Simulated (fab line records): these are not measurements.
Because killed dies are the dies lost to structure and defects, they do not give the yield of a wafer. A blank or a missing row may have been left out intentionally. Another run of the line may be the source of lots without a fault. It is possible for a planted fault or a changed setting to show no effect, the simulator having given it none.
fab line records	flow sky130
record lots=4	wafers=12	last-day=51
route steps=708 shown VIA1@475 METAL2@483 VIA2@507 PAD_OPEN@708
lots that met no fault: from a run of the same line without faults
start-h: hours from the record's first day to the start of the lot's first wafer shown	wait-h: how many hours have passed since the lot's step before this one	" the same as in the row above	L1.1+2: a single row standing in for several wafers	- no value present, or no start provided	* or withheld: withheld	< > ~ a bound
route shown NAME@n: a module of which the file shows steps, and the number in the route of the first	usual: mean and standard deviation over wafers with no fault	same: alike in all rows	chamber/n: place in a boat	sites: the reading at each site	_std_site: standard deviation across them	_edge_site: outer sites' mean less inner sites'	radius-mm: how far each site lies from the wafer's centre	mask NAME#n: copy n	behind: the last tool/chamber to shape the wafer	hold: why the lot was held/for how many hours/how that ended	device: which transistor (n, p or np) failed to switch	end of line: tests of these same wafers at the route's end	where a step has no rows: the recipe by itself	killed: count of dies lost to structure and defects at first sort (not the wafer's yield)	map: dies across one wafer; x = killed, . = not, _ = none there
set.NAME: setting as actually run; set.NAME@STEP: the setting as run at that earlier step	model.NAME: the simulator's own value behind a step, which no gauge read
lots at some steps of the route; a table a step, a row a wafer
services: from which hour (start-h, from the record's first day; less than 0 if before it) a tool's chamber was out of use, for how many hours, and why
## steps
# step SKY_VIA1_STRIP_17
# recipe chemistry=post-etch-residue-remover	time-s=1200	temp-c=72.5
# step SKY_VIA1_CLEAN_18
# recipe chemistry=IPA	time-s=180	temp-c=25
# step SKY_VIA1_CLEAN_19
# recipe chemistry=O3/DIW	dry=n2-spin
# step SKY_VIA1_SPUTTER_20
# recipe material=TiN	target-thk-nm=20	chamber-pressure-pa=5	power-w=4000	time-s=80
# step SKY_VIA1_CVD_21
# recipe material=W	target-thk-nm=270	time-s=80.902	temp-c=400	pressure-torr=40
# step SKY_VIA1_CMP_24
# recipe stop-on=SiO2	t-overpolish-s=15	down-force-psi=3.5	platen-rpm=60	target-thk-nm=0	pad-velocity-m-s=0.94248
# step SKY_METAL2_SPUTTER_00
# recipe material=Ti	target-thk-nm=15	power-w=3000	time-s=10	chamber-pressure-pa=0.4
# step SKY_METAL2_SPUTTER_01
# recipe material=TiN	target-thk-nm=20	power-w=6500	time-s=16.7	chamber-pressure-pa=0.4
# step SKY_METAL2_SPUTTER_02
# recipe material=AlCu	target-thk-nm=250	power-w=10600	time-s=13.3	chamber-pressure-pa=0.4
# step SKY_METAL2_SPUTTER_03
# recipe material=Ti	target-thk-nm=5	power-w=3000	time-s=3.3	chamber-pressure-pa=0.4
# step SKY_METAL2_SPUTTER_04
# recipe material=TiN	target-thk-nm=70	power-w=6500	time-s=58.3	chamber-pressure-pa=0.4
# usual chamber-pressure-pa=0.4000/0.00078	throttle-valve-pct=30.1/0.98
lot.wafer	tool	chamber	start-h	wait-h	chamber-pressure-pa	throttle-valve-pct
L602.2	pvd-sputter-04	-	874.91	0.0	0.4002	29.8
L602.4	"	-	"	"	0.4010	30.0
L602.5	"	-	"	"	0.3997	31.8
L603.1	pvd-sputter-04	-	880.04	0.0	0.3999	29.9
L603.3	"	-	"	"	0.4003	31.4
L603.5	"	-	"	"	0.3989	30.2
L611.1	pvd-sputter-02	-	939.94	0.0	0.3999	29.8
L611.2	"	-	"	"	0.4011	29.5
L611.4	"	-	"	"	0.3999	30.0
L617.1	pvd-sputter-04	-	979.60	0.0	0.3998	30.9
L617.2	"	-	"	"	0.4006	31.6
L617.3	"	-	"	"	0.3996	30.0
# step SKY_METAL2_DEHYDRATE_07
# recipe temp-c=200	time-s=60
# step SKY_METAL2_HMDS_08
# recipe prime-time-s=60	prime-temp-c=120
# step SKY_METAL2_COAT_09
# recipe resist=BARC	temp-c=withheld	time-s=withheld	spin-rpm=3000	resist-thk-nm=60
# step SKY_METAL2_COAT_10
# recipe resist=KrF-thick	spin-rpm=3000	resist-thk-nm=450
# step SKY_METAL2_SOFTBAKE_11
# recipe temp-c=100	time-s=87.97	resist=KrF-thick
# step SKY_METAL2_EXPOSE_12
# recipe mask-id=MM2	na=0.8	source-shape=annular	sigma-inner=0.55	sigma-outer=0.85	target-cd-nm=140	dose-mj=28
# step SKY_METAL2_PEB_13
# recipe peb-temp-c=withheld	peb-time-s=withheld	resist=KrF-thick
# step SKY_METAL2_DEVELOP_14
# recipe develop-time-s=60	resist=KrF-thick	dev-temp-c=21
# step SKY_METAL2_DESCUM_17
# recipe chemistry=O2	source-power-w=150	bias-power-w=0	pressure-mtorr=10	temp-c=40	time-s=8
# step SKY_METAL2_ETCH_18
# recipe chemistry=N2/H2	target=BARC	ion-energy-ev=200	bias-w=100	pressure-mtorr=30	n2-flow-sccm=100	h2-flow-sccm=200	icp-w=500	stop-on=SiO2	time-s=45.9	target-depth-a=600
# step SKY_METAL2_METAL_ETCH_19
# recipe target-depth-a=3600	stop-on=SiO2	over-etch-frac=0.3	time-s=78	chemistry=Cl2/BCl3	resist-sidewall-deg=88	pressure-mtorr=10	icp-w=900	bias-w=48.5	Cl2_flow_sccm=60	bcl3-flow-sccm=30
# step SKY_METAL2_STRIP_20
# recipe chemistry=O2/N2	power-w=1400	pressure-mtorr=1500	platen-temp-c=withheld	o2-flow-sccm=3000	n2-flow-sccm=300	overash-fraction=0.5
# step SKY_METAL2_STRIP_21
# recipe chemistry=post-etch-residue-remover	time-s=1200	temp-c=72.5
# step SKY_METAL2_CLEAN_22
# recipe chemistry=IPA	time-s=180	temp-c=25
# step SKY_METAL2_CLEAN_23
# recipe chemistry=O3/DIW	dry=n2-spin
# step SKY_VIA2_HDPCVD_00
# recipe material=SiO2	target-thk-nm=1180	sigma-open-frac=0.3	time-s=196.7	temp-c=400	sih4-flow-sccm=60	pressure-mtorr=6
# step SKY_VIA2_CMP_02
# recipe material=SiO2	down-force-psi=4	platen-rpm=60	pad-velocity-m-s=0.94248
# step SKY_VIA2_DEHYDRATE_04
# recipe temp-c=200	time-s=60
# step SKY_VIA2_HMDS_05
# recipe prime-time-s=60	prime-temp-c=120
# step SKY_VIA2_COAT_06
# recipe resist=BARC	temp-c=withheld	time-s=withheld	spin-rpm=3000	resist-thk-nm=60
# step SKY_VIA2_COAT_07
# recipe resist=KrF-thick	spin-rpm=3000	resist-thk-nm=450
# step SKY_VIA2_SOFTBAKE_08
# recipe temp-c=100	time-s=90	resist=KrF-thick
# step SKY_VIA2_EXPOSE_09
# recipe mask-id=VIM2	na=0.8	source-shape=annular	sigma-inner=0.55	sigma-outer=0.85	target-cd-nm=200	dose-mj=38
# step SKY_PAD_OPEN_PROBE_99
# usual defect-limited-yield=82.5/2.2	killed_at_M0_to_M3=43/7.5	killed_at_M4_up=3.2/1.9	killed-at-contacts=24/5.6	killed-at-front-end=15/4.8	killed-dies=86/11	killed-open=47/7.6	killed-short=39/7.1	sort_bin_3_pad_short=0.8/0.36	sort_bin_5_function=10.4/1.6	sort_bin_6_memory=6.3/1.3	sort-n-pass=406/11	sort-yield-pct=82.5/2.2
# same gross-dies=492	killed-at-back-side=0	killed-at-other=0	sort_bin_4_leakage[%]=0	sort_bin_8_speed[%]=0
lot.wafer	tool	chamber	start-h	wait-h	defect-limited-yield[%]	killed_at_M0_to_M3	killed_at_M4_up	killed-at-contacts	killed-at-front-end	killed-dies	killed-open	killed-short	sort_bin_3_pad_short[%]	sort_bin_5_function[%]	sort_bin_6_memory[%]	sort-n-pass	sort-yield-pct[%]	model.etest.tester.sort-n-pass	model.etest.tester.sort-yield-pct	model.etest.tester.sort_bin_5_pct	model.etest.tester.sort_bin_3_pct
L602.2	prober-02	-	1146.35	0.1	83.1	45	4	22	12	83	49	34	0.6	11.4	4.9	409	83.1	409	83.13	11.38	0.6098
L602.4	prober-02	-	1146.45	0.2	73.2	96	3	25	8	132	50	23	4.3	16.1	6.5	360	73.2	360	73.17	16.06	4.268
L602.5	prober-02	-	1146.50	0.2	84.3	40	0	26	11	77	50	27	1.0	7.9	6.7	415	84.3	415	84.35	7.927	1.016
L603.1	prober-01	-	1150.65	0.1	82.1	45	3	20	20	88	51	37	0.6	10.6	6.7	404	82.1	404	82.11	10.57	0.6098
L603.3	prober-01	-	1150.75	0.2	79.7	55	7	26	12	100	57	43	0.8	12.6	6.9	392	79.7	392	79.67	12.6	0.813
L603.5	prober-01	-	1150.85	0.2	74.4	91	1	27	7	126	30	39	3.9	16.5	5.3	366	74.4	366	74.39	16.46	3.862
L611.1	prober-01	-	1190.81	0.1	81.5	52	5	28	6	91	49	42	1.4	10.2	6.9	401	81.5	401	81.5	10.16	1.423
L611.2	prober-01	-	1190.86	0.1	79.5	51	9	23	18	101	55	46	0.4	12.2	7.9	391	79.5	391	79.47	12.2	0.4065
L611.4	prober-01	-	1190.96	0.2	84.3	42	3	23	9	77	42	35	0.8	9.3	5.5	415	84.3	415	84.35	9.35	0.813
L617.1	prober-01	-	1219.38	0.1	83.7	42	6	20	12	80	49	31	0.6	8.9	6.7	412	83.7	412	83.74	8.943	0.6098
L617.2	prober-01	-	1219.43	0.1	88.0	32	4	15	8	59	37	22	0.4	7.1	4.5	433	88.0	433	88.01	7.114	0.4065
L617.3	prober-01	-	1219.48	0.2	85.4	39	1	19	13	72	40	32	1.2	8.5	4.9	420	85.4	420	85.37	8.537	1.22
# killed by level:class
L602.2 CONTACT:geometric-particle:open=9 LI_CONTACT:geometric-particle:open=9 VIA3:geometric-particle:open=9 VIA1:geometric-particle:open=8 VIA1:geometric-particle:short=6 METAL2:geometric-particle:short=5 VIA2:geometric-particle:open=5 VIA2:geometric-particle:short=5
L602.4 METAL2:unspecified=59 VIA1:geometric-particle:open=15 LI_CONTACT:geometric-particle:open=9 CONTACT:geometric-particle:open=9 VIA3:geometric-particle:open=8 LOCAL_INTERCONNECT:geometric-particle:short=4 VIA1:geometric-particle:short=4 METAL2:geometric-particle:short=3
L602.5 VIA1:geometric-particle:open=14 CONTACT:geometric-particle:open=11 VIA2:geometric-particle:open=8 LI_CONTACT:geometric-particle:open=7 CONTACT:geometric-particle:short=5 FIELD_ISO:geometric-particle:short=4 VIA1:geometric-particle:short=4 VIA3:geometric-particle:open=4
L603.1 VIA1:geometric-particle:open=11 METAL2:geometric-particle:short=11 LI_CONTACT:geometric-particle:open=8 FIELD_ISO:geometric-particle:open=7 VIA2:geometric-particle:open=7 CONTACT:geometric-particle:open=6 POLY_GATE:geometric-particle:open=4 VIA3:geometric-particle:open=4
L603.3 VIA1:geometric-particle:open=16 CONTACT:geometric-particle:open=10 VIA2:geometric-particle:open=10 VIA3:geometric-particle:open=8 VIA1:geometric-particle:short=6 METAL1:geometric-particle:short=6 METAL3:geometric-particle:short=6 POLY_GATE:geometric-particle:open=5
L603.5 METAL2:unspecified=57 CONTACT:geometric-particle:open=9 CONTACT:geometric-particle:short=8 VIA2:geometric-particle:open=7 VIA1:geometric-particle:short=6 LI_CONTACT:geometric-particle:open=5 METAL2:geometric-particle:short=5 METAL1:geometric-particle:short=5
L611.1 VIA1:geometric-particle:open=15 CONTACT:geometric-particle:open=11 VIA2:geometric-particle:open=9 METAL1:geometric-particle:short=7 VIA1:geometric-particle:short=7 CONTACT:geometric-particle:short=5 LI_CONTACT:geometric-particle:short=4 LI_CONTACT:geometric-particle:open=4
L611.2 VIA1:geometric-particle:open=12 VIA3:geometric-particle:open=9 CONTACT:geometric-particle:open=8 VIA1:geometric-particle:short=7 METAL4:geometric-particle:short=6 METAL1:geometric-particle:short=5 POLY_GATE:geometric-particle:open=5 POLY_GATE:geometric-particle:short=4
L611.4 CONTACT:geometric-particle:open=9 LI_CONTACT:geometric-particle:open=7 METAL1:geometric-particle:short=7 VIA1:geometric-particle:open=7 METAL2:geometric-particle:short=7 VIA3:geometric-particle:open=7 FIELD_ISO:geometric-particle:short=5 VIA1:geometric-particle:short=5
L617.1 VIA1:geometric-particle:open=11 FIELD_ISO:geometric-particle:open=6 VIA2:geometric-particle:open=6 LI_CONTACT:geometric-particle:open=6 LOCAL_INTERCONNECT:geometric-particle:short=5 CONTACT:geometric-particle:open=5 METAL2:geometric-particle:short=4 METAL4:geometric-particle:short=4
L617.2 VIA1:geometric-particle:open=11 LI_CONTACT:geometric-particle:open=7 VIA2:geometric-particle:open=5 VIA3:geometric-particle:open=5 FIELD_ISO:geometric-particle:short=3 FIELD_ISO:geometric-particle:open=3 LOCAL_INTERCONNECT:geometric-particle:short=3 CONTACT:geometric-particle:open=3
L617.3 VIA1:geometric-particle:open=11 CONTACT:geometric-particle:open=7 METAL1:geometric-particle:short=5 VIA2:geometric-particle:open=5 METAL2:geometric-particle:short=5 POLY_GATE:geometric-particle:short=4 LI_CONTACT:geometric-particle:open=4 POLY_GATE:geometric-particle:open=3
# map L602.4 (x killed, . not)
__________.........._________
________.............._______
______..x.....x....xxxxx_____
_____.......x...xxxxxxxx.____
____...x.x..x.xxxxxxxxxxxx___
___.....x...x..xxxxxxxx.x..__
__x....x.......xxxxxxxxxx.x._
_......x..xxxx.xxxxxxxxx.x...
_..........xxx.x.xxxxxx.x....
_xxx........x.....xxx..xx....
_..xx................x.......
_.x..x............xx.......xx
_......................x.xx.x
_x.x.....x......xxx...x......
_......x.......x.........x..x
__...........x.........x.x.._
___.........x.xx.x......x..__
____..x.................x.___
_____.......x.........x..____
______.......x...x...xx._____
________......x......._______
__________........x._________
# map L603.5 (x killed, . not)
__________x...x..x.._________
________.........x.xx._______
______....xx...x.xxxxxxx_____
_____x.......x..xxxxxx...____
____x...x.....xxxxxxxxxxxx___
___............xxxxxxxxx...__
__.............xxxxxxxxxx..x_
_.........x..x.xxxxxxxx.x....
_..x..x...x....xxxxx.xx....xx
_..............x.xx.x.x......
_....x.x..x..............x...
_..xx..........x.............
_..x..x.....x...........x....
_............................
_....x.....x....x...x........
__x.x..xx......x.x.........._
___.......x.............xx.__
____.....x.x..x...........___
_____x.x....x............____
______.xx....x........xx_____
________.......x.x...x_______
__________..xx......_________
## services
tool	chamber	start-h	hours	kind
pvd-sputter-02	-	900.47	3.7	repair
pvd-sputter-02	-	903.01	5.2	repair
pvd-sputter-02	-	927.52	1.5	repair
pvd-sputter-02	-	966.98	1.5	repair
## key
first-sign step=SKY_PAD_OPEN_PROBE_99	reading=sort_bin_3_pad_short	direction=up	sigmas=9	usual=0.8	struck=4.1
effect step=SKY_PAD_OPEN_PROBE_99	reading=killed_at_M0_to_M3	direction=up	sigmas=6.7	usual=43	struck=94
model-effect step=SKY_PAD_OPEN_PROBE_99	value=etest.tester.sort-n-pass	without=412	struck=363
met-at SKY_METAL2_SPUTTER_04
struck-wafers L602.4,L603.5
fault kind=chamber-particle-source	tool=pvd-sputter-04	chamber=-	onset-h=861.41	steps=SKY_METAL2_SPUTTER_04	rate-per-visit-cm2=1.2752	end-h=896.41	scope=struck-wafers-only
